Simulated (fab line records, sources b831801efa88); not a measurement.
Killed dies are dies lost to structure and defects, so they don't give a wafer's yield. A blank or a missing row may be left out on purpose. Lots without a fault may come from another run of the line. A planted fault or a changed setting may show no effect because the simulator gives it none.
A struck lot beside a sound one | flow sky130 | 15 steps out of a route of 708
Sound: wafers L796.1, L796.2, L796.6. Struck: wafers L799.4, L799.5, L799.6. The cause comes at the end.
At each step with rows: each side's tool, then ch and its chambers, then its first start. Under that, the readings that differ: sound wafers | struck wafers | difference of the means | sigmas: that difference in standard deviations of wafers without a fault.
alike: readings whose means differ by less than 2 such deviations, and words and numbers that are the same on both sides. not compared: withheld readings, readings that some wafer has no value for, bounds like >300 that may hide the same value, and numbers for which the record gives no deviation and whose values overlap.
The two part at a step that has a row with sigmas, a row that says differs or no value, or rows on one side only. Numbers that don't overlap but have no deviation are shown without sigmas and don't part them. A reading that every wafer of one side lacks parts them only if that side has two wafers or more.

SKY_VIA4_STRIP_13: strips in O2/N2.
  sound on plasma_asher-04 ch 0,1, day 44 11:02; struck on plasma_asher-04 ch 0,1, day 45 07:59
  alike: chamber_pressure_mTorr, drypump_motor_current_A, oes_product_au, strip_time_to_endpoint_s
  not compared: rf_hours_counter_h
then, 3 steps without rows for these wafers: SKY_VIA4_STRIP_14 (strips in post etch residue remover, time 1200 s); SKY_VIA4_CLEAN_15 (cleans in IPA, time 180 s); SKY_VIA4_CLEAN_16 (cleans in O3/DIW).
SKY_VIA4_SPUTTER_17: material TiN, target thk 20 nm, time 80 s.
  sound on pvd_sputter-02, day 44 11:37; struck on pvd_sputter-03, day 45 08:34
  alike: chamber_pressure_pa, throttle_valve_pct
then, 1 step without rows for these wafers: SKY_VIA4_CVD_18 (deposits W, target thk 505 nm, time 152.14 s).
SKY_VIA4_RS_MEAS_19: measures by four-point-probe.
  sound on film_metro-04, day 44 11:50; struck on film_metro-03, day 45 08:50
  alike: VIA4_W_RS
SKY_VIA4_THK_MEAS_20: measures by xrf.
  sound on film_metro-04, day 44 11:58; struck on film_metro-03, day 45 08:55
  alike: VIA4_W_THK
SKY_VIA4_CMP_21: polishes, stops on SiO2, t overpolish 25 s, target thk 0 nm.
  sound on cmp-02 ch 1,2,3, day 44 12:15; struck on cmp-01 ch 1,2, day 45 08:57
  alike: motor_current_A, overpolish_run_s, platen_rpm, time_to_endpoint_s
SKY_METAL5_SPUTTER_00: material Ti, target thk 15 nm, time 10 s.
  sound on pvd_sputter-01, day 44 12:27; struck on pvd_sputter-04, day 45 09:16
  alike: chamber_pressure_pa, throttle_valve_pct
then, 2 steps without rows for these wafers: SKY_METAL5_SPUTTER_01 (material TiN, target thk 20 nm, time 16.7 s); SKY_METAL5_SPUTTER_02 (material AlCu, target thk 1150 nm, time 61.2 s).
SKY_METAL5_SPUTTER_03: material Ti, target thk 5 nm, time 3.3 s.
  sound on pvd_sputter-01, day 44 12:33; struck on pvd_sputter-04, day 45 09:22
  reading                  | sound                | struck               | difference | sigmas
  chamber_pressure_pa (Pa) | 0.4001 0.3989 0.4006 | 0.4647 0.4657 0.4662 | +0.0657    | +78
  throttle_valve_pct (%)   | 31.5 29.0 30.9       | 27.6 28.5 27.8       | -2.5       | -3
SKY_METAL5_SPUTTER_04: material TiN, target thk 70 nm, time 58.3 s.
  sound on pvd_sputter-01, day 44 12:34; struck on pvd_sputter-04, day 45 09:23
  alike: chamber_pressure_pa, throttle_valve_pct
-- the record jumps here: 3 days lie between the struck wafers' starts before and after (it left off in module METAL5 and takes up again in module PAD_OPEN, whose first step shown is number 708 of the route) --
SKY_PAD_OPEN_PROBE_99:
  sound on prober-02, day 47 07:05; struck on prober-01, day 48 01:26
  reading            | sound    | struck   | difference | sigmas
  killed_at_M0_to_M3 | 37 31 32 | 57 56 43 | +19        | +3
  killed_open        | 42 33 42 | 53 57 52 | +15        | +2
  alike: defect_limited_yield, killed_at_M4_up, killed_at_contacts, killed_at_front_end, killed_at_other, killed_dies, killed_short, sort_bin_3_pad_short, sort_bin_5_function, sort_bin_6_memory, sort_n_pass, sort_yield_pct

WHERE THEY PART
First at SKY_METAL5_SPUTTER_03; last, within this record, at SKY_PAD_OPEN_PROBE_99.

WHY: what the simulator had put in
Process parameter drift: pvd_sputter-04, from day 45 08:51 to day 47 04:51, at SKY_METAL5_SPUTTER_03. Setting chamber_pressure_pa, moved by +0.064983, from 0.4. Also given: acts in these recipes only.
